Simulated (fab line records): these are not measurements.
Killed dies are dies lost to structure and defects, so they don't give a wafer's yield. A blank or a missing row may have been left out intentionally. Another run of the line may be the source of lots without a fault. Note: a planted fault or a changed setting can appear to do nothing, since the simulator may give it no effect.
Which tool is to blame? | flow sky130 | Sampling: 12 lots, 36 wafers, 3 of 708 route steps

== WHAT THE GAUGES SHOWED, per wafer ==
SKY_CAP2M_THK_MEAS_04: measures by xrf.
lot  | measured     | on            | CAP2M_TIN_THK (nm)
L707 | day 39 18:34 | film_metro-02 | 198.8 197.4 200.2
L708 | day 40 00:29 | film_metro-04 | 198.4 198.7 195.5
L711 | day 41 07:35 | film_metro-02 | 195.8 197.3 195.1
L713 | day 41 09:07 | film_metro-04 | 200.0 199.0 199.4
L714 | day 42 09:14 | film_metro-01 | 195.5 204.1 200.8
L716 | day 42 20:12 | film_metro-02 | 196.4 197.9 197.9
L720 | day 43 15:33 | film_metro-02 | 198.3 197.2 197.2
L724 | day 45 03:26 | film_metro-01 | 198.8 198.2 198.3
L725 | day 45 06:49 | film_metro-04 | 198.0 201.9 197.8
L727 | day 45 11:29 | film_metro-01 | 195.8 195.4 195.8
L728 | day 46 00:52 | film_metro-01 | 195.5 195.7 196.2
L730 | day 46 06:41 | film_metro-01 | 197.2 199.2 195.8

SKY_METAL4_CD_MEAS_13: the cd target is 300 nm.
lot  | measured     | on        | cd_nm (nm)
L707 | day 41 19:35 | cd_sem-01 | 298.5 297.7 298.4
L708 | day 42 02:23 | cd_sem-02 | 300.7 301.1 301.4
L711 | day 43 08:01 | cd_sem-02 | 300.3 300.2 299.6
L713 | day 43 09:31 | cd_sem-01 | 299.8 299.2 298.8
L714 | day 44 07:08 | cd_sem-01 | 299.5 299.3 299.5
L716 | day 44 17:23 | cd_sem-01 | 299.7 301.8 301.2
L720 | day 45 11:50 | cd_sem-01 | 301.0 300.5 299.9
L724 | day 46 21:53 | cd_sem-01 | 301.7 300.5 301.8
L725 | day 47 01:05 | cd_sem-01 | 297.8 298.8 298.0
L727 | day 47 05:01 | cd_sem-01 | 300.2 302.0 301.1
L728 | day 47 18:11 | cd_sem-01 | 301.8 301.5 303.2
L730 | day 47 23:49 | cd_sem-02 | 302.7 302.0 302.6

== WHAT TOOL EACH LOT RAN ON (gives the tool, then ch and the chambers of the sampled wafers, and finally the start) ==
lot  | SKY_METAL2_METAL_ETCH_19
L707 | rie_metal-03 ch 0,1, day 35 04:11
L708 | rie_metal-03 ch 0,1, day 35 09:12
L711 | rie_metal-01 ch 0,1, day 36 19:13
L713 | rie_metal-02 ch 0,1, day 36 20:59
L714 | rie_metal-02 ch 0,1, day 37 21:48
L716 | rie_metal-03 ch 0,1, day 38 09:59
L720 | rie_metal-03 ch 0,1, day 39 07:44
L724 | rie_metal-01 ch 0,1, day 40 23:24
L725 | rie_metal-02 ch 0,1, day 41 02:10
L727 | rie_metal-02 ch 0,1, day 41 08:29
L728 | rie_metal-02 ch 0,1, day 41 22:58
L730 | rie_metal-03 ch 0,1, day 42 06:38
- SKY_METAL2_METAL_ETCH_19: etches the open film in Cl2/BCl3, stops on SiO2, target depth 360 nm, time 78 s.

== WHAT THE TOOLS THEMSELVES READ (means of the sampled wafers that have a number; where no wafer has one, the mark that the record gives instead) ==
SKY_METAL2_METAL_ETCH_19.
lot  | tool         | bias_w (W) | drypump_motor_current_A (A) | oes_product_au (a.u.) | throttle_valve_pct (%)
L707 | rie_metal-03 | 48.41      | 5.7                         | 0.854                 | 22.264
L708 | rie_metal-03 | 48.55      | 5.5                         | 0.851                 | 22.262
L711 | rie_metal-01 | 48.64      | 5.9                         | 0.858                 | 22.264
L713 | rie_metal-02 | 48.50      | 6.1                         | 0.849                 | 22.263
L714 | rie_metal-02 | 48.44      | 6.1                         | 0.845                 | 22.269
L716 | rie_metal-03 | 48.53      | 5.7                         | 0.860                 | 22.262
L720 | rie_metal-03 | 48.50      | 5.6                         | 0.852                 | 22.266
L724 | rie_metal-01 | 48.55      | 5.5                         | 0.851                 | 22.258
L725 | rie_metal-02 | 48.54      | 6.1                         | 0.850                 | 22.265
L727 | rie_metal-02 | 48.54      | 5.8                         | 0.860                 | 22.265
L728 | rie_metal-02 | 48.36      | 6.1                         | 0.846                 | 22.270
L730 | rie_metal-03 | 48.54      | 5.6                         | 0.851                 | 22.264

== THE ANSWER, worked out from the rows above alone ==
Rule: what is usual is taken from the lots themselves. The widest of any qualifying gaps counts: lots, ordered by their means at a reading, are off when they make up no more than a third of the lots, leave a main group of 4 or more, and stand apart from it by 3 or more times the standard deviation of that group's means. A main group whose means are all the same, to the digits that the tables above print for the reading, isn't used. A lot without any number at a reading at which 4 lots or more have one is off too. All remaining lots with rows at the step are treated as sound. First the gauges in route order, then the tools' own readings, where a lot's mean is used as printed above. At the first step where some lot is off, the reading lying furthest off is the one used; lots without a number count as furthest.
Nothing can be told from this: no lot is off at any reading shown.

== WHAT THE SIMULATOR HAD INSERTED ==
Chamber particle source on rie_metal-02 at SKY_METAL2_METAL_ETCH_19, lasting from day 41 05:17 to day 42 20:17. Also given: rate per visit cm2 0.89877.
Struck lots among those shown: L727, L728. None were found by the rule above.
